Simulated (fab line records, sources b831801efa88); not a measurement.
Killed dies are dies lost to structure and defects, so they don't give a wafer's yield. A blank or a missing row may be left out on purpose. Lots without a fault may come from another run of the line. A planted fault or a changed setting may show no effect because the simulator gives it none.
Split-lot experiment | flow sfq_line | 5 lots, 23 wafers read, on a route of 325 steps

THE SPLIT
At SFQ_TRILAYER_M4_LITHO_EXPOSE_094 (exposes mask M4, target cd 500 nm), the setting dose_mj was moved away from the recipe's 14.4 on 10 of the 23 wafers read, by -7.0% to +3.5%. The other wafers ran this setting at the recipe's value.

FROM THE SPLIT TO THE READING: what the file shows between them, 3 steps
- SFQ_TRILAYER_M4_LITHO_PEB_096: peb time 60 s
- SFQ_TRILAYER_M4_LITHO_DEVELOP_095: time 60 s
- SFQ_TRILAYER_M4_BARC_OPEN_METAL_ETCH_123: etches BARC in O2, target depth 125 nm, time 41.7 s

THE READING
M4.cd_nm (the simulator's own value, which no gauge read), in nm, at SFQ_TRILAYER_M4_ETCH_METAL_ETCH_096 (etches Nb in Cl2/Ar, stops on SiO2, target depth 240 nm, time 120 s). The file gives no usual value for it. The 13 wafers here that ran the recipe average 498.9 nm, standard deviation 1.2 nm.

wafer  | tool, chamber at the split | dose_mj as run | against the recipe | M4.cd_nm, nm | against lot-mates on the recipe
L074.4 | krf_scanner-02, 0          | 14.4           | recipe             | 496.4        | -
L074.5 | krf_scanner-02, 0          | 14.4           | recipe             | 497          | -
L074.6 | krf_scanner-02, 0          | 14.4           | recipe             | 498.4        | -
L077.1 | krf_scanner-02, 0          | 13.39          | -7.0%              | 509.3        | +10.1
L077.3 | krf_scanner-02, 0          | 13.39          | -7.0%              | 510.2        | +10.9
L077.4 | krf_scanner-02, 0          | 14.4           | recipe             | 499.3        | -
L077.5 | krf_scanner-02, 0          | 14.4           | recipe             | 499.2        | -
L077.6 | krf_scanner-02, 0          | 13.39          | -7.0%              | 511.2        | +11.9
L081.1 | krf_scanner-02, 0          | 13.71          | -4.8%              | 505.5        | +6.2
L081.2 | krf_scanner-02, 0          | 14.4           | recipe             | 499.6        | -
L081.3 | krf_scanner-02, 0          | 14.4           | recipe             | 500.3        | -
L081.4 | krf_scanner-02, 0          | 14.4           | recipe             | 497.9        | -
L081.6 | krf_scanner-02, 0          | 13.71          | -4.8%              | 507.5        | +8.2
L084.1 | krf_scanner-02, 0          | 14.4           | recipe             | 499.8        | -
L084.2 | krf_scanner-02, 0          | 14.91          | +3.5%              | 493.8        | -5.2
L084.3 | krf_scanner-02, 0          | 14.4           | recipe             | 498.4        | -
L084.5 | krf_scanner-02, 0          | 14.4           | recipe             | 498.7        | -
L084.6 | krf_scanner-02, 0          | 14.91          | +3.5%              | 492.1        | -6.9
L085.1 | krf_scanner-02, 0          | 13.48          | -6.4%              | 509.4        | +9.2
L085.2 | krf_scanner-02, 0          | 14.4           | recipe             | 499.2        | -
L085.3 | krf_scanner-02, 0          | 13.48          | -6.4%              | 510.4        | +10.2
L085.5 | krf_scanner-02, 0          | 14.4           | recipe             | 501.2        | -
L085.6 | krf_scanner-02, 0          | 13.48          | -6.4%              | 511.5        | +11.3

THE FIT
A straight line over all 23 wafers: M4.cd_nm changes by -1.69 nm for each +1% of dose_mj; r = -0.98; the points scatter about the line by 1.2 nm.
The same after taking each lot's own level away (the mean of its wafers on the recipe; 23 wafers): -1.59 nm for each +1%; r = -0.99; scatter 0.88 nm.
On that fit, the largest move of dose_mj shifts the reading by 11 nm.
The lots' own levels span 497.27 to 500.20 nm, that is 2.3 times the standard deviation above.
So the lot-to-lot level changes the slope little: the two slopes agree.
Check: with one of the wafers moved furthest among these (-7.0%) left out of the fit, the line predicts +11.3 nm for it against its lot-mates. It came out at +10.1 nm against them.

OTHER SPLITS ON THESE WAFERS
These wafers also went through other splits before the reading. Each is held against what the fit with the lots' levels taken away leaves over:
other split on the same wafers                    | wafers away from the commonest value | r with M4.cd_nm (lot level and that fit taken away)
SFQ_TRILAYER_M2_LITHO_PEB_060 peb_time_s          | 11                                   | -0.14
SFQ_TRILAYER_M3_DEP_SPUTTER_073 power_w           | 6                                    | +0.14
SFQ_TRILAYER_M3_ETCH_METAL_ETCH_078 time_s        | 8                                    | -0.12
SFQ_TRILAYER_I3_VIA_LITHO_PEB_088 peb_temp_c      | 7                                    | +0.03
SFQ_TRILAYER_I3_VIA_BARC_OPEN_VIA_ETCH_121 time_s | 7                                    | +0.56

THE WHOLE CHAIN: every reading that the file lists as answering this split, in the file's order
step                                     | what it does                                                        | reading                                                   | change (the file's fit)              | r (the file's)
SFQ_TRILAYER_M4_BARC_OPEN_METAL_ETCH_123 | etches BARC in O2, target depth 125 nm, time 41.7 s                 | M4.cd_nm (the simulator's own value, which no gauge read) | -1.68 nm for each +1% of the setting | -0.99
SFQ_TRILAYER_M4_ETCH_METAL_ETCH_096      | etches Nb in Cl2/Ar, stops on SiO2, target depth 240 nm, time 120 s | M4.cd_nm (the simulator's own value, which no gauge read) | -1.58 nm for each +1% of the setting | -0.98

THE FILE'S OWN FIT
M4.cd_nm changes by -1.58 nm for each +1% of dose_mj, r = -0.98.
